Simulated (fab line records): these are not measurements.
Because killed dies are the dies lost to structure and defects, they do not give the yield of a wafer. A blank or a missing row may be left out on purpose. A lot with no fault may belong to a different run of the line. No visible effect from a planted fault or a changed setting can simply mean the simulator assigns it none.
fab line records	flow gf180mcu
record: lots: 24	wafers: 72	last-day: 34
route steps=602 shown STI@1 MVPSD@88 SALICIDE@286 V2@404 M3@409 M5@535
lots that met no fault: taken from a fault-free run of the same line
start-h: the number of hours between the record's first day and the start of the first shown wafer of the lot	wait-h: how many hours have passed since the lot's step before this one	" unchanged from the row above	L1.1+2: one row covering several wafers at once	- value missing, or start not given	* or withheld: withheld	< > ~ a bound
route shown NAME@n: a module of which the file shows steps, and the number in the route of the first	usual: average and standard deviation across the fault-free wafers	same: alike in all rows	chamber/n: place in a boat	sites: each site's reading	_std_site: standard deviation of those values	_edge_site: the outer-site mean with the inner-site mean subtracted	radius-mm: how far each site lies from the wafer's centre	mask NAME#n: copy n	behind: the tool/chamber that last shaped the wafer	hold: the reason the lot was held/the length of the hold in hours/how it ended	device: whichever transistor did not switch (one of n, p or np)	end of line: the same wafers' tests at the end of the route	for a step that has no rows: nothing shown but its recipe	killed: dies lost to structure and defects at the first sort, not the wafer's yield	map: a wafer's dies, x killed, . not, _ none there
set.NAME: the setting that was run; set.NAME@STEP: the one run at that earlier step	model.NAME: the simulator's own value behind a step, which no gauge read
the route's steps for a sample of lots (tables are steps, rows are wafers)
services: the hour from which a tool's chamber was out of use, counted from the record's first day as start-h (under 0 if before that day), plus the number of hours and why
== steps ==
step: GF_STI_BOW_MEAS_00
recipe: mode: bow
usual: INCOMING_BOW: -1/6.4
lot.wafer	tool	chamber	start-h	wait-h	INCOMING_BOW[um]
L074.3	film-metro-02	-	10.04	-	-1
L074.4	"	-	"	"	-5
L074.5	"	-	"	"	-2
L075.3	film-metro-02	-	15.08	-	-7
L075.4	"	-	"	"	-9
L075.6	"	-	"	"	4
L076.2	film-metro-01	-	20.02	-	-4
L076.4	"	-	"	"	-2
L076.5	"	-	"	"	-7
L077.3	film-metro-02	-	25.04	-	11
L077.5	"	-	"	"	-5
L077.6	"	-	"	"	-5
L078.1	film-metro-04	-	30.00	-	3
L078.2	"	-	"	"	0
L078.6	"	-	"	"	-6
L079.1	film-metro-01	-	35.00	-	-10
L079.3	"	-	"	"	10
L079.4	"	-	"	"	2
L080.1	film-metro-01	-	40.00	-	9
L080.4	"	-	"	"	-1
L080.5	"	-	"	"	-3
L081.2	film-metro-04	-	45.02	-	2
L081.3	"	-	"	"	2
L081.6	"	-	"	"	-1
L082.1	film-metro-04	-	50.00	-	-3
L082.2	"	-	"	"	4
L082.6	"	-	"	"	6
L083.1	film-metro-04	-	55.00	-	-17
L083.5	"	-	"	"	-9
L083.6	"	-	"	"	11
L084.1	film-metro-02	-	60.00	-	-3
L084.4	"	-	"	"	-8
L084.5	"	-	"	"	12
L085.1	film-metro-01	-	65.00	-	-5
L085.2	"	-	"	"	1
L085.5	"	-	"	"	-6
L086.1	film-metro-01	-	70.00	-	4
L086.2	"	-	"	"	-5
L086.3	"	-	"	"	4
L087.1	film-metro-02	-	75.00	-	4
L087.3	"	-	"	"	-7
L087.4	"	-	"	"	-8
L088.2	film-metro-01	-	80.02	-	-19
L088.3	"	-	"	"	10
L088.4	"	-	"	"	7
L089.1	film-metro-04	-	85.00	-	7
L089.5	"	-	"	"	2
L089.6	"	-	"	"	5
L090.2	film-metro-02	-	90.02	-	-5
L090.3	"	-	"	"	0
L090.6	"	-	"	"	-9
L091.3	film-metro-01	-	95.04	-	-13
L091.4	"	-	"	"	10
L091.6	"	-	"	"	8
L092.2	film-metro-02	-	100.02	-	-8
L092.3	"	-	"	"	2
L092.6	"	-	"	"	-7
L093.1	film-metro-02	-	105.00	-	8
L093.4	"	-	"	"	2
L093.6	"	-	"	"	-5
L094.3	film-metro-02	-	110.04	-	-2
L094.4	"	-	"	"	7
L094.6	"	-	"	"	-8
L095.1	film-metro-01	-	115.00	-	-12
L095.4	"	-	"	"	-7
L095.6	"	-	"	"	8
L096.2	film-metro-01	-	120.02	-	-5
L096.3	"	-	"	"	-5
L096.5	"	-	"	"	-1
L097.2	film-metro-01	-	125.02	-	-6
L097.4	"	-	"	"	8
L097.6	"	-	"	"	4
step: GF_MVPSD_STRIP_10
recipe: chemistry: O2/N2	power-w: 1400	pressure-mtorr: 1500	platen-temp-c: 250	o2-flow-sccm: 3000	n2-flow-sccm: 300	overash-fraction: 0.5
usual: drypump-motor-current-A: 5.81/0.18	heater-power-w: 354/33	oes-product-au: 0.722/0.0047	strip-time-to-endpoint-s: 37.00/0.1
lot.wafer	tool	chamber	start-h	wait-h	drypump-motor-current-A	heater-power-w	oes-product-au	rf-hours-counter-h	strip-time-to-endpoint-s
L074.3	plasma-asher-02	1	99.81	0.1	5.61	332	0.721	-	36.93
L074.4	"	0	"	"	5.95	360	0.726	-	36.86
L074.5	"	0	"	"	5.96	373	0.724	-	36.97
L075.3	plasma-asher-02	0	104.66	0.1	5.96	367	0.723	-	36.97
L075.4	"	1	"	"	5.61	325	0.726	-	36.86
L075.6	"	0	"	"	5.96	360	0.720	-	36.90
L076.2	plasma-asher-01	0	108.77	0.1	5.76	317	0.722	48	36.98
L076.4	"	1	"	"	5.65	384	0.717	-	37.09
L076.5	"	0	"	"	5.76	314	0.722	-	36.97
L077.3	plasma-asher-02	0	118.61	0.1	5.96	362	0.727	-	36.94
L077.5	"	1	"	"	5.59	334	0.720	-	37.02
L077.6	"	0	"	"	5.96	364	0.724	-	37.14
L078.1	plasma-asher-03	0	124.07	0.1	6.11	335	0.713	0	37.15
L078.2	"	1	"	"	5.95	414	0.717	0	37.15
L078.6	"	0	"	"	6.14	347	0.729	-	37.11
L079.1	plasma-asher-01	1	128.52	0.1	5.63	391	0.726	51	37.07
L079.3	"	0	"	"	5.77	314	0.721	-	37.04
L079.4	"	1	"	"	5.64	392	0.725	-	37.02
L080.1	plasma-asher-01	0	131.67	0.1	5.77	312	0.715	51	37.01
L080.4	"	1	"	"	5.64	394	0.719	-	37.11
L080.5	"	0	"	"	5.77	307	0.725	-	37.04
L081.2	plasma-asher-02	0	136.52	0.1	5.94	355	0.728	32	36.81
L081.3	"	1	"	"	5.63	329	0.718	-	36.83
L081.6	"	1	"	"	5.63	318	0.717	-	36.95
L082.1	plasma-asher-03	1	143.72	0.1	5.96	405	0.717	2	37.04
L082.2	"	0	"	"	6.16	338	0.730	2	37.09
L082.6	"	0	"	"	6.13	332	0.722	-	37.05
L083.1	plasma-asher-01	1	151.53	0.1	5.63	384	0.723	53	37.04
L083.5	"	1	"	"	5.63	386	0.719	-	36.97
L083.6	"	0	"	"	5.77	316	0.717	-	37.03
L084.1	plasma-asher-01	1	155.28	0.1	5.62	383	0.720	54	36.91
L084.4	"	1	"	"	5.64	386	0.711	-	36.97
L084.5	"	0	"	"	5.77	305	0.720	-	36.95
L085.1	plasma-asher-01	1	162.17	0.1	5.62	388	0.729	54	36.90
L085.2	"	0	"	"	5.76	315	0.722	54	36.84
L085.5	"	1	"	"	5.64	387	0.724	-	37.14
L087.1	plasma-asher-03	0	171.77	0.1	6.17	339	0.731	6	37.22
L087.3	"	1	"	"	5.95	413	0.725	-	37.12
L087.4	"	0	"	"	6.20	336	0.726	-	37.18
L086.1	plasma-asher-02	1	174.48	0.1	5.58	331	0.726	35	37.13
L086.2	"	0	"	"	5.93	372	0.720	35	37.10
L086.3	"	1	"	"	5.59	323	0.729	-	37.07
L088.2	plasma-asher-02	0	180.17	0.1	5.92	369	0.727	36	36.82
L088.3	"	0	"	"	5.95	355	0.717	-	36.86
L088.4	"	1	"	"	5.61	336	0.721	-	36.83
L089.1	plasma-asher-02	0	185.62	0.1	5.94	362	0.731	37	37.06
L089.5	"	1	"	"	5.60	320	0.725	-	37.04
L089.6	"	0	"	"	5.92	361	0.714	-	37.11
L090.2	plasma-asher-02	1	192.82	0.1	5.59	329	0.724	37	37.00
L090.3	"	0	"	"	5.98	358	0.728	-	36.98
L090.6	"	1	"	"	5.58	334	0.725	-	36.99
L091.3	plasma-asher-01	0	198.36	0.1	5.79	314	0.720	-	36.99
L091.4	"	1	"	"	5.63	382	0.726	-	37.02
L091.6	"	0	"	"	5.75	313	0.725	-	37.08
L092.2	plasma-asher-02	0	203.17	0.1	5.96	377	0.719	39	37.13
L092.3	"	0	"	"	5.95	368	0.721	-	37.08
L092.6	"	1	"	"	5.60	335	0.728	-	37.18
L093.1	plasma-asher-02	1	209.43	0.1	5.60	333	0.718	39	36.83
L093.4	"	1	"	"	5.60	329	0.724	-	36.94
L093.6	"	0	"	"	5.95	379	0.723	-	36.97
L094.3	plasma-asher-01	0	215.85	0.1	5.78	319	0.717	-	37.09
L094.4	"	1	"	"	5.63	380	0.707	-	37.13
L094.6	"	0	"	"	5.79	309	0.720	-	37.00
L095.1	plasma-asher-03	1	223.22	0.1	5.91	419	0.726	11	36.99
L095.4	"	0	"	"	6.18	343	0.723	-	37.00
L095.6	"	0	"	"	6.17	340	0.725	-	37.06
L096.2	plasma-asher-03	0	226.37	0.1	6.14	336	0.720	12	37.05
L096.3	"	1	"	"	5.93	410	0.721	-	37.00
L096.5	"	1	"	"	5.97	420	0.722	-	36.90
L097.2	plasma-asher-01	0	236.32	0.1	5.77	308	0.726	60	36.82
L097.4	"	0	"	"	5.78	307	0.716	-	36.85
L097.6	"	0	"	"	5.77	306	0.712	-	37.00
step: GF_SALICIDE_RTA_08
recipe: temp-c: 800	time-s: 30	ambient: N2
usual: lamp-power-pct: 18.9/0.53	wafer_temp_C_max: 804.5/0.88
lot.wafer	tool	chamber	start-h	wait-h	lamp-power-pct	wafer_temp_C_max
L074.3	rtp-anneal-02	0	340.90	0.0	18.4	803.6
L074.4	"	0	"	"	18.4	803.4
L074.5	"	0	"	"	18.4	804.3
L075.3	rtp-anneal-02	0	349.61	0.0	18.4	805.2
L075.4	"	0	"	"	18.4	804.6
L075.6	"	0	"	"	18.4	804.5
L076.2	rtp-anneal-01	0	352.47	0.0	19.4	805.6
L076.4	"	0	"	"	19.4	804.8
L076.5	"	0	"	"	19.4	803.9
L077.3	rtp-anneal-02	0	371.85	0.0	18.4	803.6
L077.5	"	0	"	"	18.4	802.8
L077.6	"	0	"	"	18.4	804.4
L078.1	rtp-anneal-02	0	379.87	0.0	18.3	804.4
L078.2	"	0	"	"	18.4	804.9
L078.6	"	0	"	"	18.4	803.6
L080.1	rtp-anneal-01	0	387.97	0.0	19.4	804.3
L080.4	"	0	"	"	19.4	804.7
L080.5	"	0	"	"	19.4	803.5
L079.1	rtp-anneal-02	0	388.76	0.0	18.4	803.8
L079.3	"	0	"	"	18.4	804.5
L079.4	"	0	"	"	18.4	803.9
L081.2	rtp-anneal-01	0	396.78	0.0	19.4	804.7
L081.3	"	0	"	"	19.4	804.2
L081.6	"	0	"	"	19.4	805.4
L082.1	rtp-anneal-02	0	412.33	0.0	18.4	802.9
L082.2	"	0	"	"	18.4	805.8
L082.6	"	0	"	"	18.4	804.2
L083.1	rtp-anneal-01	0	418.86	0.0	19.4	805.5
L083.5	"	0	"	"	19.4	804.5
L083.6	"	0	"	"	19.4	804.8
L084.1	rtp-anneal-01	0	429.06	0.0	19.5	805.1
L084.4	"	0	"	"	19.4	803.6
L084.5	"	0	"	"	19.4	804.6
L085.1	rtp-anneal-01	0	440.23	0.0	19.5	803.5
L085.2	"	0	"	"	19.4	803.7
L085.5	"	0	"	"	19.5	805.3
L087.1	rtp-anneal-01	0	448.72	0.0	19.4	804.3
L087.3	"	0	"	"	19.4	806.5
L087.4	"	0	"	"	19.4	803.6
L088.2	rtp-anneal-02	0	458.73	0.0	18.4	803.9
L088.3	"	0	"	"	18.3	804.2
L088.4	"	0	"	"	18.4	804.3
L086.1	rtp-anneal-02	0	464.28	0.0	18.4	804.5
L086.2	"	0	"	"	18.4	807.2
L086.3	"	0	"	"	18.4	804.1
L089.1	rtp-anneal-02	0	470.96	0.0	18.4	805.9
L089.5	"	0	"	"	18.4	805.1
L089.6	"	0	"	"	18.4	803.5
L090.2	rtp-anneal-01	0	482.40	0.0	19.4	806.5
L090.3	"	0	"	"	19.4	805.6
L090.6	"	0	"	"	19.4	804.8
L091.3	rtp-anneal-01	0	485.14	0.0	19.4	803.9
L091.4	"	0	"	"	19.4	804.0
L091.6	"	0	"	"	19.4	803.9
L092.2	rtp-anneal-01	0	492.52	0.0	19.4	806.2
L092.3	"	0	"	"	19.4	806.2
L092.6	"	0	"	"	19.4	805.4
L093.1	rtp-anneal-02	0	501.28	0.0	18.4	805.2
L093.4	"	0	"	"	18.4	804.3
L093.6	"	0	"	"	18.4	804.6
L094.3	rtp-anneal-02	0	515.84	0.0	18.4	803.6
L094.4	"	0	"	"	18.4	803.9
L094.6	"	0	"	"	18.4	805.7
L095.1	rtp-anneal-01	0	519.56	0.0	19.4	804.3
L095.4	"	0	"	"	19.4	806.6
L095.6	"	0	"	"	19.4	804.8
L096.2	rtp-anneal-02	0	521.86	0.0	18.4	804.1
L096.3	"	0	"	"	18.4	804.5
L096.5	"	0	"	"	18.4	804.9
L097.2	rtp-anneal-01	0	533.55	0.0	19.4	804.5
L097.4	"	0	"	"	19.4	803.5
L097.6	"	0	"	"	19.4	805.6
step: GF_V2_SPUTTER_22
recipe: material: TiN	target-thk-nm: 10	chamber-pressure-pa: 5	power-w: 4000	time-s: 40
usual: throttle-valve-pct: 29.6/1.1
lot.wafer	tool	chamber	start-h	wait-h	throttle-valve-pct
L074.3	pvd-sputter-02	-	464.86	0.0	28.5
L074.4	"	-	"	"	29.6
L074.5	"	-	"	"	28.3
L075.3	pvd-sputter-04	-	473.66	0.0	28.5
L075.4	"	-	"	"	29.7
L075.6	"	-	"	"	29.9
L076.2	pvd-sputter-04	-	478.67	0.0	28.4
L076.4	"	-	"	"	29.7
L076.5	"	-	"	"	29.6
L077.3	pvd-sputter-02	-	497.85	0.0	28.1
L077.5	"	-	"	"	29.7
L077.6	"	-	"	"	29.5
L078.1	pvd-sputter-02	-	507.37	0.0	29.6
L078.2	"	-	"	"	28.3
L078.6	"	-	"	"	28.3
L080.1	pvd-sputter-04	-	516.51	0.0	32.4
L080.4	"	-	"	"	29.9
L080.5	"	-	"	"	29.5
L079.1	pvd-sputter-03	-	516.87	0.0	30.2
L079.3	"	-	"	"	28.3
L079.4	"	-	"	"	30.2
L081.2	pvd-sputter-02	-	524.14	0.0	28.4
L081.3	"	-	"	"	29.9
L081.6	"	-	"	"	29.5
L082.1	pvd-sputter-03	-	539.41	0.0	29.9
L082.2	"	-	"	"	30.3
L082.6	"	-	"	"	28.3
L083.1	pvd-sputter-04	-	544.52	0.0	29.7
L083.5	"	-	"	"	29.7
L083.6	"	-	"	"	28.6
L084.1	pvd-sputter-02	-	555.14	0.0	29.8
L084.4	"	-	"	"	28.3
L084.5	"	-	"	"	29.5
L085.1	pvd-sputter-04	-	566.53	0.0	32.4
L085.2	"	-	"	"	28.6
L085.5	"	-	"	"	29.6
L087.1	pvd-sputter-04	-	573.26	0.0	29.8
L087.3	"	-	"	"	28.7
L087.4	"	-	"	"	29.9
L088.2	pvd-sputter-02	-	579.12	0.0	29.8
L088.3	"	-	"	"	28.6
L088.4	"	-	"	"	29.5
L086.1	pvd-sputter-03	-	585.71	0.0	30.2
L086.2	"	-	"	"	28.3
L086.3	"	-	"	"	30.0
L089.1	pvd-sputter-03	-	591.85	0.0	28.2
L089.5	"	-	"	"	29.9
L089.6	"	-	"	"	28.4
L090.2	pvd-sputter-04	-	601.41	0.0	29.9
L090.3	"	-	"	"	29.6
L090.6	"	-	"	"	28.7
L091.3	pvd-sputter-04	-	604.73	0.0	29.8
L091.4	"	-	"	"	29.7
L091.6	"	-	"	"	29.8
L092.2	pvd-sputter-02	-	612.07	0.0	28.6
L092.3	"	-	"	"	28.3
L092.6	"	-	"	"	29.5
L093.1	pvd-sputter-03	-	619.68	0.0	29.7
L093.4	"	-	"	"	28.4
L093.6	"	-	"	"	30.0
L094.3	pvd-sputter-03	-	631.07	0.0	30.1
L094.4	"	-	"	"	30.3
L094.6	"	-	"	"	30.2
L095.1	pvd-sputter-03	-	634.41	0.0	30.0
L095.4	"	-	"	"	28.2
L095.6	"	-	"	"	30.0
L096.2	pvd-sputter-04	-	636.66	0.0	28.6
L096.3	"	-	"	"	29.6
L096.5	"	-	"	"	32.5
L097.2	pvd-sputter-02	-	647.96	0.0	29.7
L097.4	"	-	"	"	28.5
L097.6	"	-	"	"	28.4
step: GF_M3_SPUTTER_00
recipe: material: Ti	target-thk-nm: 37.5	arriving-ion-energy-ev: 80	substrate-temp-c: 200	chamber-pressure-pa: 2	power-w: 4000	time-s: 150
usual: throttle-valve-pct: 29.4/1.1
lot.wafer	tool	chamber	start-h	wait-h	throttle-valve-pct
L074.3	pvd-sputter-01	-	465.49	0.1	30.3
L074.4	"	-	"	"	27.4
L074.5	"	-	"	"	31.3
L075.3	pvd-sputter-03	-	474.35	0.1	29.7
L075.4	"	-	"	"	29.9
L075.6	"	-	"	"	30.2
L076.2	pvd-sputter-01	-	479.30	0.2	31.2
L076.4	"	-	"	"	30.3
L076.5	"	-	"	"	27.3
L077.3	pvd-sputter-03	-	498.49	0.2	30.2
L077.5	"	-	"	"	30.2
L077.6	"	-	"	"	29.9
L078.1	pvd-sputter-01	-	508.01	0.2	31.3
L078.2	"	-	"	"	28.7
L078.6	"	-	"	"	27.6
L080.1	pvd-sputter-01	-	517.14	0.1	30.3
L080.4	"	-	"	"	27.4
L080.5	"	-	"	"	31.2
L079.1	pvd-sputter-02	-	517.50	0.1	28.3
L079.3	"	-	"	"	29.8
L079.4	"	-	"	"	28.6
L081.2	pvd-sputter-03	-	524.77	0.1	30.5
L081.3	"	-	"	"	30.0
L081.6	"	-	"	"	30.0
L082.1	pvd-sputter-02	-	540.04	0.1	29.6
L082.2	"	-	"	"	29.4
L082.6	"	-	"	"	28.2
L083.1	pvd-sputter-02	-	545.15	0.1	28.4
L083.5	"	-	"	"	28.2
L083.6	"	-	"	"	29.5
L084.1	pvd-sputter-03	-	555.77	0.2	28.2
L084.4	"	-	"	"	30.4
L084.5	"	-	"	"	29.9
L085.1	pvd-sputter-02	-	567.16	0.2	29.9
L085.2	"	-	"	"	29.5
L085.5	"	-	"	"	28.3
L087.1	pvd-sputter-03	-	574.00	0.2	30.2
L087.3	"	-	"	"	29.7
L087.4	"	-	"	"	28.5
L088.2	pvd-sputter-01	-	579.75	0.2	30.1
L088.3	"	-	"	"	27.6
L088.4	"	-	"	"	31.5
L086.1	pvd-sputter-02	-	586.34	0.2	29.6
L086.2	"	-	"	"	28.3
L086.3	"	-	"	"	28.3
L089.1	pvd-sputter-03	-	592.49	0.1	30.1
L089.5	"	-	"	"	29.8
L089.6	"	-	"	"	30.2
L090.2	pvd-sputter-03	-	602.04	0.1	28.2
L090.3	"	-	"	"	29.8
L090.6	"	-	"	"	28.2
L091.3	pvd-sputter-03	-	605.36	0.1	29.8
L091.4	"	-	"	"	30.3
L091.6	"	-	"	"	30.2
L092.2	pvd-sputter-02	-	612.82	0.1	28.4
L092.3	"	-	"	"	28.2
L092.6	"	-	"	"	29.6
L093.1	pvd-sputter-02	-	620.32	0.1	29.6
L093.4	"	-	"	"	28.4
L093.6	"	-	"	"	29.5
L094.3	pvd-sputter-01	-	631.70	0.2	30.2
L094.4	"	-	"	"	27.4
L094.6	"	-	"	"	28.9
L095.1	pvd-sputter-01	-	635.05	0.2	27.5
L095.4	"	-	"	"	28.5
L095.6	"	-	"	"	30.2
L096.2	pvd-sputter-01	-	637.29	0.1	28.6
L096.3	"	-	"	"	30.1
L096.5	"	-	"	"	31.2
L097.2	pvd-sputter-03	-	648.59	0.2	30.2
L097.4	"	-	"	"	28.2
L097.6	"	-	"	"	29.9
step: GF_M5_ETCH_09
recipe: chemistry: CF4/O2	target: Si3N4	target-depth-nm: 52	source-w: 800	bias-w: 150	pressure-mtorr: 150	cf4-flow-sccm: 80	O2_flow_sccm: 10	time-s: 11.6
usual: drypump-motor-current-A: 5.6/0.39	oes-product-au: 0.999/0.01	throttle-valve-pct: 5.969/0.009
lot.wafer	tool	chamber	start-h	wait-h	drypump-motor-current-A	oes-product-au	rf-hours-counter-h	throttle-valve-pct
L074.3	rie-diel-04	2	607.11	0.0	5.8	1.001	32	5.964
L074.4	"	0	"	"	5.5	1.011	22	5.985
L074.5	"	2	"	"	5.8	1.003	-	5.973
L075.3	rie-diel-02	0	615.44	0.0	5.7	0.993	53	5.970
L075.4	"	3	"	"	5.7	1.009	1	5.973
L075.6	"	0	"	"	5.7	0.986	-	5.978
L076.2	rie-diel-04	0	623.69	0.0	5.5	0.997	22	5.967
L076.4	"	2	"	"	5.8	0.984	33	5.983
L076.5	"	3	"	"	5.1	1.016	-	5.969
L077.3	rie-diel-02	2	637.76	0.0	5.7	1.003	3	5.971
L077.5	"	1	"	"	6.0	0.990	-	5.974
L077.6	"	2	"	"	5.7	1.000	-	5.955
L078.1	rie-diel-04	2	643.94	0.0	5.8	1.001	33	5.972
L078.2	"	1	"	"	5.8	0.997	9	5.966
L078.6	"	0	"	"	5.5	1.001	-	5.955
L080.1	rie-diel-03	0	654.91	0.0	5.5	1.001	10	5.955
L080.4	"	2	"	"	5.6	0.980	14	5.956
L080.5	"	0	"	"	5.6	1.013	-	5.965
L079.1	rie-diel-04	1	655.06	0.0	5.8	1.000	9	5.990
L079.3	"	2	"	"	5.8	1.003	34	5.973
L079.4	"	3	"	"	5.1	1.013	3	5.974
L081.2	rie-diel-04	3	658.33	0.0	5.1	1.013	3	5.967
L081.3	"	1	"	"	5.8	0.990	10	5.972
L081.6	"	0	"	"	5.5	1.002	-	5.950
L082.1	rie-diel-03	3	672.21	0.0	6.2	0.998	10	5.978
L082.2	"	2	"	"	5.6	0.997	15	5.964
L082.6	"	3	"	"	6.2	1.008	-	5.979
L083.1	rie-diel-02	3	675.59	0.0	5.7	0.999	3	5.983
L083.5	"	3	"	"	5.7	0.995	-	5.957
L083.6	"	0	"	"	5.7	1.002	-	5.966
L084.1	rie-diel-03	3	682.94	0.0	6.2	1.006	11	5.970
L084.4	"	2	"	"	5.6	0.983	15	5.977
L084.5	"	1	"	"	4.6	0.996	-	5.975
L085.1	rie-diel-02	0	696.71	0.0	5.6	0.990	56	5.963
L085.2	"	3	"	"	5.7	0.981	4	5.962
L085.5	"	3	"	"	5.7	0.988	-	5.968
L087.1	rie-diel-02	3	701.49	0.0	5.7	1.000	4	5.967
L087.3	"	0	"	"	5.7	0.992	56	5.972
L087.4	"	0	"	"	5.7	0.991	-	5.958
L088.2	rie-diel-04	3	702.96	0.0	5.1	1.017	5	5.986
L088.3	"	2	"	"	5.8	1.002	35	5.955
L088.4	"	1	"	"	5.9	0.985	11	5.972
L086.1	rie-diel-04	2	709.53	0.0	5.8	0.993	36	5.974
L086.2	"	1	"	"	5.9	0.983	11	5.971
L086.3	"	0	"	"	5.5	1.002	25	5.976
L089.1	rie-diel-03	0	717.83	0.0	5.5	1.004	13	5.973
L089.5	"	1	"	"	4.6	0.993	-	5.966
L089.6	"	0	"	"	5.6	1.009	-	5.957
L090.2	rie-diel-03	0	722.94	0.0	5.6	1.010	13	5.952
L090.3	"	3	"	"	6.2	1.007	12	5.976
L090.6	"	2	"	"	5.5	0.980	-	5.975
L091.3	rie-diel-02	1	727.69	0.0	6.0	0.983	5	5.963
L091.4	"	3	"	"	5.7	1.006	-	5.961
L091.6	"	2	"	"	5.8	1.008	-	5.970
L092.2	rie-diel-04	0	736.93	0.0	5.5	1.002	26	5.976
L092.3	"	1	"	"	5.8	0.978	13	5.957
L092.6	"	3	"	"	5.1	0.999	-	5.975
L093.1	rie-diel-03	1	741.33	0.0	4.6	0.995	28	5.982
L093.4	"	3	"	"	6.2	1.008	13	5.972
L093.6	"	1	"	"	4.6	0.996	-	5.982
L094.3	rie-diel-03	2	751.68	0.0	5.6	0.990	18	5.968
L094.4	"	1	"	"	4.6	1.008	28	5.957
L094.6	"	1	"	"	4.6	1.001	-	5.967
L095.1	rie-diel-02	0	754.16	0.0	5.7	1.017	1	5.968
L095.4	"	1	"	"	6.0	0.988	6	5.968
L095.6	"	0	"	"	5.7	1.010	-	5.956
L096.2	rie-diel-04	0	754.51	0.0	5.5	1.016	27	5.977
L096.3	"	2	"	"	5.8	1.011	38	5.977
L096.5	"	1	"	"	5.8	0.990	-	5.974
L097.2	rie-diel-04	0	764.49	0.0	5.5	1.011	28	5.972
L097.4	"	2	"	"	5.8	1.011	38	5.966
L097.6	"	0	"	"	5.5	1.004	-	5.968
== services ==
tool	chamber	start-h	hours	kind
rie-diel-04	-	109.60	0.6	repair
plasma-asher-02	-	116.46	1.2	repair
pvd-sputter-03	-	142.34	1.2	repair
plasma-asher-02	-	143.05	2.8	pm
rie-diel-04	2	155.92	4.0	repair
rie-diel-04	0	174.46	12.9	repair
rtp-anneal-02	-	221.20	8.3	pm
plasma-asher-02	-	236.15	5.0	repair
rie-diel-04	-	301.81	2.8	pm
plasma-asher-02	-	317.05	4.5	repair
plasma-asher-02	-	394.25	13.7	repair
rtp-anneal-01	-	403.29	3.8	pm
rie-diel-04	-	415.08	0.1	repair
rie-diel-04	0	416.36	3.0	repair
rie-diel-04	1	431.27	4.9	repair
pvd-sputter-02	-	451.25	1.8	repair
pvd-sputter-03	-	464.14	6.3	repair
pvd-sputter-03	-	547.87	2.4	repair
pvd-sputter-02	-	562.65	1.2	repair
pvd-sputter-02	-	567.83	1.2	repair
pvd-sputter-03	-	577.48	3.9	repair
pvd-sputter-03	-	605.81	12.8	repair
pvd-sputter-02	-	741.88	12.1	repair
pvd-sputter-03	-	753.73	1.7	repair
== key ==
fault none
